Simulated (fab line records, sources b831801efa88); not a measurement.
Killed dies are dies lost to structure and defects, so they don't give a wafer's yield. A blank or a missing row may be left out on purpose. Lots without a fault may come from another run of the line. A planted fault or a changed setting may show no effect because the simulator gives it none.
A struck lot beside a sound one | flow sky130 | 38 steps out of a route of 708
Sound: wafers L832.1, L832.2, L832.3. Struck: wafer L818.1. (L818.2, L818.6 of the same lot were not struck and are left out.) The cause comes at the end.
At each step with rows: each side's tool, then ch and its chambers, then its first start. Under that, the readings that differ: sound wafers | struck wafers | difference of the means | sigmas: that difference in standard deviations of wafers without a fault.
alike: readings whose means differ by less than 2 such deviations, and words and numbers that are the same on both sides. not compared: withheld readings, readings that some wafer has no value for, bounds like >300 that may hide the same value, and numbers for which the record gives no deviation and whose values overlap.
The two part at a step that has a row with sigmas, a row that says differs or no value, or rows on one side only. Numbers that don't overlap but have no deviation are shown without sigmas and don't part them. A reading that every wafer of one side lacks parts them only if that side has two wafers or more.

first, 9 steps without rows for these wafers: SKY_VIA2_SPUTTER_20 (material TiN, target thk 20 nm, time 80 s); SKY_VIA2_CVD_21 (deposits W, target thk 420 nm, time 126.4 s); SKY_VIA2_CMP_24 (polishes, stops on SiO2, t overpolish 20 s, target thk 0 nm); SKY_METAL3_SPUTTER_00 (material Ti, target thk 15 nm, time 10 s); SKY_METAL3_SPUTTER_01 (material TiN, target thk 20 nm, time 16.7 s); SKY_METAL3_SPUTTER_02 (material AlCu, target thk 735 nm, time 39.1 s); SKY_METAL3_SPUTTER_03 (material Ti, target thk 5 nm, time 3.3 s); SKY_METAL3_SPUTTER_04 (material TiN, target thk 70 nm, time 58.3 s); SKY_CAPM_CVD_00 (deposits SiO2, target thk 15.5 nm).
SKY_CAPM_SPUTTER_02: material TiN, target thk 200 nm, time 166.7 s.
  sound on pvd_sputter-03, day 43 17:31; struck on pvd_sputter-03, day 39 05:50
  reading                                  | sound             | struck | difference | sigmas
  model.TiN_of_CAPM_SPUTTER_02.thk_nm (nm) | 199.2 197.2 199.7 | 96.27  | -102.43    |
  alike: throttle_valve_pct
SKY_CAPM_RS_MEAS_03: measures by four-point-probe.
  sound on film_metro-03, day 43 17:37; struck on film_metro-03, day 39 05:57
  reading              | sound          | struck | difference | sigmas
  CAPM_TIN_RS (ohm/sq) | 6.96 7.02 6.93 | 14.74  | +7.77      | +99 or more
SKY_CAPM_THK_MEAS_04: measures by xrf.
  sound on film_metro-03, day 43 17:44; struck on film_metro-03, day 39 06:04
  reading           | sound             | struck | difference | sigmas
  CAPM_TIN_THK (nm) | 198.4 196.3 199.4 | 95.8   | -102.2     | -46
then, 7 steps without rows for these wafers: SKY_CAPM_DEHYDRATE_05 (time 60 s); SKY_CAPM_HMDS_06 (prime time 60 s); SKY_CAPM_COAT_07 (resist thk 1140 nm); SKY_CAPM_SOFTBAKE_08 (time 60 s); SKY_CAPM_EXPOSE_09 (exposes mask CAPM, target cd 1000 nm); SKY_CAPM_PEB_10; SKY_CAPM_DEVELOP_11 (develop time 60 s).
SKY_CAPM_METAL_ETCH_13: etches TiN in Cl2/BCl3, stops on SiO2, target depth 220 nm, time 62.9 s.
  sound on rie_metal-01 ch 0,1, day 44 15:53; struck on rie_metal-01 ch 0, day 40 06:52
  reading                | sound                | struck | difference | sigmas
  oes_product_au (a.u.)  | 0.939 0.939 0.942    | 0.651  | -0.289     | -40
  throttle_valve_pct (%) | 21.910 21.904 21.905 | 22.103 | +0.197     | +22
  alike: chamber_pressure_mTorr, drypump_motor_current_A
  not compared: rf_hours_counter_h
then, 16 steps without rows for these wafers: SKY_CAPM_STRIP_14 (strips in O2/N2); SKY_CAPM_STRIP_15 (strips in post etch residue remover, time 1200 s); SKY_CAPM_CLEAN_16 (cleans in IPA, time 180 s); SKY_CAPM_CLEAN_17 (cleans in O3/DIW); SKY_METAL3_DEHYDRATE_05 (time 60 s); SKY_METAL3_HMDS_06 (prime time 60 s); SKY_METAL3_COAT_07 (resist thk 60 nm); SKY_METAL3_COAT_08 (resist thk 1140 nm); SKY_METAL3_SOFTBAKE_09 (time 90 s); SKY_METAL3_EXPOSE_10 (exposes mask MM3, target cd 300 nm); SKY_METAL3_PEB_11; SKY_METAL3_DEVELOP_12 (develop time 60 s); SKY_METAL3_DESCUM_15 (chemistry O2, time 8 s); SKY_METAL3_ETCH_16 (etches BARC in N2/H2, stops on SiO2, time 88.2 s, target depth 60 nm); SKY_METAL3_ETCH_17 (etches SiO2 in C4F8/O2/Ar, stops on TiN, time 3.9 s, target depth 15 nm); SKY_METAL3_METAL_ETCH_18 (etches the open film in Cl2/BCl3, stops on SiO2, target depth 845 nm, time 183.1 s).
SKY_METAL3_STRIP_20: strips in post etch residue remover, time 1200 s.
  sound on wet_bench-02 ch 1, day 45 15:41; struck on wet_bench-01 ch 3, day 41 08:58
  reading                                  | sound             | struck | difference | sigmas
  model.TiN_of_CAPM_SPUTTER_02.thk_nm (nm) | 198.3 196.4 198.9 | 95.43  | -102.44    |
-- the record jumps here: 7 days lie between the struck wafers' starts before and after (it left off in module METAL3 and takes up again in module PAD_OPEN, whose first step shown is number 708 of the route) --
SKY_PAD_OPEN_PROBE_99:
  sound on prober-02, day 51 13:15; struck on prober-01, day 48 06:16
  reading                              | sound                | struck | difference | sigmas
  model.etest.cap_mim.plate_ohm_sq     | 5.966 6.088 5.955    | 12.55  | +6.55      |
  model.etest.cap_mim.bv_v (V)         | 13.87 13.52 14.28    | 10.55  | -3.34      |
  model.etest.cap_mim.leak_log10_a_cm2 | -8.937 -8.855 -9.223 | -7.435 | +1.570     |
  alike: defect_limited_yield, killed_at_M0_to_M3, killed_at_M4_up, killed_at_contacts, killed_at_front_end, killed_at_other, killed_dies, killed_open, killed_short, sort_bin_3_pad_short, sort_bin_5_function, sort_bin_6_memory, sort_n_pass, sort_yield_pct

WHERE THEY PART
First at SKY_CAPM_RS_MEAS_03; last, within this record, at SKY_CAPM_METAL_ETCH_13. Later steps at which nothing parts them and some readings are alike: SKY_PAD_OPEN_PROBE_99.

WHY: what the simulator had put in
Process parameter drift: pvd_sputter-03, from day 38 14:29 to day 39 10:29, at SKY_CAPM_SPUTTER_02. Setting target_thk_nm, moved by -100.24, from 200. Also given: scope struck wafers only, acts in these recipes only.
